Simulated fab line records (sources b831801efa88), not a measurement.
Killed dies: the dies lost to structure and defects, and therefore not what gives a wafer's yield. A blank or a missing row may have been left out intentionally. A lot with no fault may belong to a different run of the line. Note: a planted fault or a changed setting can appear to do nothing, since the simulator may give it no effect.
A lot that was struck, set against a sound lot || flow sky130 || 21 out of 708 route steps
Sound: wafers L813.1, L813.3, L813.5. Wafers L825.3, L825.4, L825.6 were the ones struck. The cause is given at the end.
At each step with rows: each side's tool, then ch and its chambers, then its first start. Under that, the readings that differ: sound wafers || struck wafers || difference of the means || sigmas: that difference in standard deviations of wafers without a fault.
alike: readings with means less than 2 such deviations apart, plus words and numbers identical on both sides. not compared: withheld readings, readings lacking a value on some wafer, bounds such as >300 that could conceal the same value, and numbers that have no deviation in the record and whose values overlap.
A row with sigmas, a row that says differs or no value, or rows on one side alone: a step with any of these is where the two part. Non-overlapping numbers with no deviation appear without sigmas and do not part them. A reading that every wafer of one side lacks parts them only if that side has two wafers or more.

SKY_METAL4_SPUTTER_01: material TiN, target thk 20 nm, time 16.7 s.
  sound on pvd-sputter-04, day 41 19:10; struck on pvd-sputter-04, day 45 16:05
  alike: throttle-valve-pct
SKY_METAL4_SPUTTER_02: material AlCu, target thk 735 nm, time 39.1 s.
  sound on pvd-sputter-04, day 41 19:12; struck on pvd-sputter-04, day 45 16:07
  alike: throttle-valve-pct
SKY_METAL4_SPUTTER_03: material Ti, target thk 5 nm, time 3.3 s.
  sound on pvd-sputter-04, day 41 19:14; struck on pvd-sputter-04, day 45 16:09
  alike: throttle-valve-pct
SKY_METAL4_SPUTTER_04: material TiN, target thk 70 nm, time 58.3 s.
  sound on pvd-sputter-04, day 41 19:16; struck on pvd-sputter-04, day 45 16:10
  alike: throttle-valve-pct
then, 1 step without rows for these wafers: SKY_CAP2M_CVD_00 (deposits SiO2, target thk 15.5 nm).
SKY_CAP2M_THK_MEAS_01:
  sound on film-metro-02, day 41 19:20; struck on film-metro-02, day 45 16:16
  alike: CAP2M_CVD_00_THK
SKY_CAP2M_SPUTTER_02: material TiN, target thk 200 nm, time 166.7 s.
  sound on pvd-sputter-02, day 41 19:23; struck on pvd-sputter-01, day 45 16:18
  alike: throttle-valve-pct
SKY_CAP2M_RS_MEAS_03: measures by four-point-probe.
  sound on film-metro-01, day 41 19:30; struck on film-metro-02, day 45 16:26
  alike: CAP2M_TIN_RS
SKY_CAP2M_THK_MEAS_04: measures by xrf.
  sound on film-metro-01, day 41 19:37; struck on film-metro-02, day 45 16:32
  alike: CAP2M_TIN_THK
then, 3 steps without rows for these wafers: SKY_CAP2M_DEHYDRATE_05 (time 60 s); SKY_CAP2M_HMDS_06 (prime time 60 s); SKY_CAP2M_COAT_07 (resist thk 1140 nm).
SKY_CAP2M_SOFTBAKE_08: time 60 s.
  sound on litho-track-04 ch 0, day 42 07:49; struck on litho-track-04 ch 0, day 46 02:46
{"reading": "heater-power-total-W (W)", "sound": "56.68 56.57 56.57", "struck": "59.74 59.66 59.62", "difference": "+3.07", "sigmas": "+73"}
{"reading": "plate-temp-C (C)", "sound": "89.94 90.18 90.17", "struck": "93.14 93.38 93.46", "difference": "+3.23", "sigmas": "+25"}
{"reading": "model.NOVOLAK_of_CAP2M_COAT_07.thk-nm (nm)", "sound": "1134 1136 1132", "struck": "1126 1130 1127", "difference": -6, "sigmas": ""}
then, 3 steps without rows for these wafers: SKY_CAP2M_EXPOSE_09 (exposes mask CAP2M, target cd 1000 nm); SKY_CAP2M_PEB_10; SKY_CAP2M_DEVELOP_11 (develop time 60 s).
SKY_CAP2M_OVL_MEAS_12:
  sound on overlay-01, day 42 19:25; struck on overlay-01, day 46 13:03
  alike: CAP2M_OVL
SKY_CAP2M_METAL_ETCH_13: etches TiN in Cl2/BCl3, stops on SiO2, target depth 220 nm, time 62.9 s.
  sound on rie-metal-03 ch 1, day 42 19:27; struck on rie-metal-04 ch 0,1, day 46 13:06
{"reading": "drypump-motor-current-A (A)", "sound": "5.0 5.0 5.0", "struck": "6.1 6.2 6.1", "difference": "+1.1", "sigmas": "+2"}
{"reading": "model.NOVOLAK_of_CAP2M_COAT_07.thk-nm (nm)", "sound": "988.7 991.1 986", "struck": "981.7 982.6 981.6", "difference": -6.6, "sigmas": ""}
  alike: chamber-pressure-mTorr, oes-product-au, throttle-valve-pct
  not compared: rf-hours-counter-h
SKY_CAP2M_STRIP_14: strips in O2/N2.
  sound on plasma-asher-03 ch 0,1, day 42 19:37; struck on plasma-asher-04 ch 0,1, day 46 13:11
  alike: chamber-pressure-mTorr, drypump-motor-current-A, o2-flow-sccm, oes-product-au, strip-time-to-endpoint-s
  not compared: rf-hours-counter-h
then, 1 step without rows for these wafers: SKY_CAP2M_STRIP_15 (strips in post etch residue remover, time 1200 s).
SKY_PAD_OPEN_PROBE_99:
  sound wafers here have rows in the record (prober-02, day 47 14:52); struck ones have none

WHERE THEY PART
First at SKY_CAP2M_SOFTBAKE_08; last, within this record, at SKY_PAD_OPEN_PROBE_99.

WHY: whatever the simulator had introduced
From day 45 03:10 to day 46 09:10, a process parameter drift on litho-track-04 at SKY_CAP2M_SOFTBAKE_08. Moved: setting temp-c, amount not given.
